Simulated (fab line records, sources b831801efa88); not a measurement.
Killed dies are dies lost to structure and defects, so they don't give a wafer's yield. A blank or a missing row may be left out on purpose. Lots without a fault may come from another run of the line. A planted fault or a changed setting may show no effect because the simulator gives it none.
Chamber matching | flow sky130 | SKY_VIA2_CMP_24 on cmp-02: 4 sister chambers
The step polishes, stops on SiO2, t overpolish 20 s, target thk 0 nm. 20 wafers are shown with their chamber, then 10 later ones without.

WAFERS WITH THEIR CHAMBER
wafer  | chamber | motor_current_A (A) | overpolish_run_s (s) | time_to_endpoint_s (s)
L762.2 | 3       | 13.5                | 19.998               | 103
L762.3 | 2       | 12.7                | 20.004               | 104
L762.6 | 2       | 12.2                | 19.983               | 105
L763.3 | 3       | 12.4                | 20.007               | 108
L763.5 | 0       | 11.3                | 20.007               | 112
L763.6 | 1       | 11.2                | 20.000               | 112
L764.2 | 3       | 12.1                | 20.002               | 106
L764.3 | 1       | 11.0                | 19.997               | 102
L764.5 | 0       | 11.8                | 20.014               | 103
L765.1 | 1       | 10.9                | 19.992               | 98
L765.4 | 0       | 11.7                | 20.014               | 101
L765.6 | 0       | 11.5                | 20.005               | 100
L766.2 | 1       | 10.7                | 19.990               | 98
L766.4 | 0       | 11.8                | 20.007               | 101
L766.6 | 1       | 10.6                | 20.010               | 92
L767.3 | 2       | 11.7                | 19.994               | 99
L767.4 | 1       | 11.1                | 20.002               | 98
L767.5 | 2       | 12.3                | 19.996               | 101
L768.1 | 3       | 12.4                | 20.002               | 102
L768.2 | 2       | 12.5                | 20.006               | 101

SIGNATURES (means of the wafers above)
reading            | chamber 0 | chamber 1 | chamber 2 | chamber 3 | scatter within a chamber
motor_current_A    | 11.620    | 10.917    | 12.280    | 12.600    | 0.368
overpolish_run_s   | 20.00940  | 19.99850  | 19.99660  | 20.00225  | 0.00667
time_to_endpoint_s | 103.40    | 100.00    | 102.00    | 104.75    | 4.8
Rule: a wafer's distance from a chamber is the root of the sum, over the readings, of the square of ((its reading less the chamber's mean) divided by the reading's scatter). The wafer belongs to the nearest chamber; if the next one is less than 2 further off, it can't be placed. The scatter: the root of (the sum of the squares of (reading less its chamber's mean) over the shown wafers, divided by (wafers less chambers)).

WAFERS WITHOUT THEIR CHAMBER
wafer  | motor_current_A (A) | overpolish_run_s (s) | time_to_endpoint_s (s)
L768.3 | 11.2                | 20.005               | 103
L777.2 | 12.5                | 19.994               | 98
L777.3 | 11.6                | 20.000               | 96
L777.5 | 12.6                | 19.996               | 95
L778.3 | 10.7                | 19.988               | 108
L778.4 | 10.9                | 19.985               | 108
L778.6 | 11.6                | 20.001               | 105
L783.2 | 13.1                | 19.999               | 104
L783.3 | 11.0                | 20.007               | 104
L783.4 | 11.3                | 20.012               | 105

WHICH CHAMBER EACH WENT THROUGH
wafer  | from the rows above               | in truth
L768.3 | can't be placed: 0 or 1 or 2      | 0
L777.2 | can't be placed: 2 or 3           | 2
L777.3 | can't be placed: 1 or 0 or 2 or 3 | 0
L777.5 | can't be placed: 2 or 3           | 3
L778.3 | can't be placed: 1 or 0           | 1
L778.4 | can't be placed: 1 or 0 or 2      | 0
L778.6 | can't be placed: 0 or 2 or 1 or 3 | 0
L783.2 | can't be placed: 3 or 2           | 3
L783.3 | can't be placed: 1 or 0           | 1
L783.4 | can't be placed: 0 or 1           | 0
Placed correctly: 0 of 10. Can't be placed from these rows: 10 (the true chamber is among the candidates in 10). Placed wrongly: 0.
